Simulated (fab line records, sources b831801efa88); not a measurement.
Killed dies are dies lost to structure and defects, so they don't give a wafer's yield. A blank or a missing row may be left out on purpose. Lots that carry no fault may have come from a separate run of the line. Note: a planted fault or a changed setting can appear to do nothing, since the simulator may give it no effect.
One fault seen from 2 desks ; flow sky130 ; numbers are kept per desk, each desk with only its own; the story behind them comes last

TOOL OWNER'S DESK, pvdSputter-01
The tool's own readings at SKY_METAL2_SPUTTER_02 (material AlCu, target thk 250 nm, time 13.3 s): means of the sampled wafers that have a number, for each lot that ran on this tool. A lot is out of limits, marked OUT, if its mean lies more than 4 standard deviations from the usual mean; the brackets give that distance.
Columns: A = throttleValvePct at SKY_METAL2_SPUTTER_02, usual 30.0 %
lot;first seen here;A
L668;day 34 12:47;30.0
L669;day 34 15:13;29.9
L673;day 36 02:50;29.8
L675;day 37 00:09;29.6
L676;day 37 01:02;30.0
L677;day 37 08:13;30.0
L678;day 37 13:34;30.0
L684;day 39 10:13;28.7
L687;day 40 04:47;30.0
L688;day 40 14:29;29.3
This desk's verdict: no lot among the 10 shows anything out of limits.

FROM THE METROLOGY DESK
What the gauges read, lot by lot, whatever tool the lot ran on: means of the sampled wafers that have a number. A lot is out of limits, marked OUT, if its mean lies more than 4 standard deviations from the usual mean; the brackets give that distance.
Columns: A = METAL1_OVL at SKY_METAL1_OVL_MEAS_16, usual 1 nm; B = METAL2_ALCU_RS at SKY_METAL2_RS_MEAS_05, usual 0.1269 ohm/sq; C = METAL2_ALCU_THK at SKY_METAL2_THK_MEAS_06, usual 247.9 nm; D = VIA2_W_THK at SKY_VIA2_THK_MEAS_23, usual 403 nm
lot;first seen here;A;B;C;D
L668;day 33 06:37;4;0.1271;250.1;396
L669;day 33 09:21;-3;0.1247;249.8;398
L673;day 34 21:56;-4;0.1265;247.7;403
L675;day 35 19:09;2;0.1247;250.1;402
L676;day 35 20:05;-7;0.1272;244.9;397
L677;day 36 03:57;-6;0.1272;245.4;405
L678;day 36 09:26;1;0.1275;249.2;399
L684;day 38 06:13;0;0.1298;242.7;410
L687;day 39 01:38;6;0.1302;241.4;394
L688;day 39 10:21;2;0.1310;241.0;415
L689;day 39 12:05;8;0.1273;246.6;402
This desk's verdict: no lot among the 11 shows anything out of limits.

TAKEN TOGETHER
The tool owner's desk saw nothing out of limits.
At the metrology desk, nothing out of limits was observed.

WHAT WAS PUT IN BY THE SIMULATOR
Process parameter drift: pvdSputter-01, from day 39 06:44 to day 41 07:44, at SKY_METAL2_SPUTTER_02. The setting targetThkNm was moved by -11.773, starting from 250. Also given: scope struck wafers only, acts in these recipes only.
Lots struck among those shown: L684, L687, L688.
